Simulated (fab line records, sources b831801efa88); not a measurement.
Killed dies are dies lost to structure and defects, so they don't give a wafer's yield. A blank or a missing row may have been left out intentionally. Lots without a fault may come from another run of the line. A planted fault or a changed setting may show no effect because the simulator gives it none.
What tool caused it? / flow sky130 / route of 708 steps, sampled at 1 step: 12 lots, 36 wafers

== WHAT EACH GAUGE READ, for each wafer ==
SKY_VIA3_THK_MEAS_01.
lot=L415; measured=day 38 22:23; on=film-metro-04; VIA3_HDPCVD_THK (nm)=1638 1658 1661
lot=L417; measured=day 39 08:18; on=film-metro-04; VIA3_HDPCVD_THK (nm)=1631 1637 1628
lot=L418; measured=day 39 08:32; on=film-metro-02; VIA3_HDPCVD_THK (nm)=1629 1632 1621
lot=L419; measured=day 40 01:55; on=film-metro-04; VIA3_HDPCVD_THK (nm)=1637 1629 1637
lot=L420; measured=day 40 03:24; on=film-metro-03; VIA3_HDPCVD_THK (nm)=1621 1596 1611
lot=L422; measured=day 40 15:20; on=film-metro-04; VIA3_HDPCVD_THK (nm)=1618 1643 1644
lot=L429; measured=day 42 09:16; on=film-metro-02; VIA3_HDPCVD_THK (nm)=1647 1653 1639
lot=L431; measured=day 43 07:55; on=film-metro-04; VIA3_HDPCVD_THK (nm)=1608 1612 1597
lot=L432; measured=day 43 17:03; on=film-metro-04; VIA3_HDPCVD_THK (nm)=1627 1631 1621
lot=L435; measured=day 44 01:36; on=film-metro-03; VIA3_HDPCVD_THK (nm)=1627 1637 1623
lot=L436; measured=day 44 15:05; on=film-metro-02; VIA3_HDPCVD_THK (nm)=1632 1632 1646
lot=L438; measured=day 45 01:25; on=film-metro-03; VIA3_HDPCVD_THK (nm)=1630 1627 1636

== WHAT TOOL EACH LOT RAN ON (gives the tool, then ch and the chambers of the sampled wafers, and finally the start) ==
There is no process step in the record ahead of these readings.

== AS READ BY THE TOOLS THEMSELVES (means over the sampled wafers that have a number; for cases with no such wafer, the mark the record gives instead) ==
The record holds no such reading with a usual standard deviation.

== THE ANSWER, worked out from the rows above alone ==
Rule: the usual values come from the lots themselves. The widest of any qualifying gaps counts: lots, ordered by their means at a reading, are off when they make up no more than a third of the lots, leave a main group of 4 or more, and stand apart from it by 3 or more times the standard deviation of that group's means. A main group whose means are all the same, to the digits that the tables above print for the reading, isn't used. A lot without any number at a reading at which 4 lots or more have one is off too. All remaining lots with rows at the step are treated as sound. After the gauges, taken in route order, come the tools' own readings; for these a lot's mean is taken, as printed above. The first step at which some lot is off is used, and at that step the reading that is off furthest; a lot without a number counts as furthest.
None of the lots is off at any reading shown; this tells nothing.

== WHAT WAS PUT IN BY THE SIMULATOR ==
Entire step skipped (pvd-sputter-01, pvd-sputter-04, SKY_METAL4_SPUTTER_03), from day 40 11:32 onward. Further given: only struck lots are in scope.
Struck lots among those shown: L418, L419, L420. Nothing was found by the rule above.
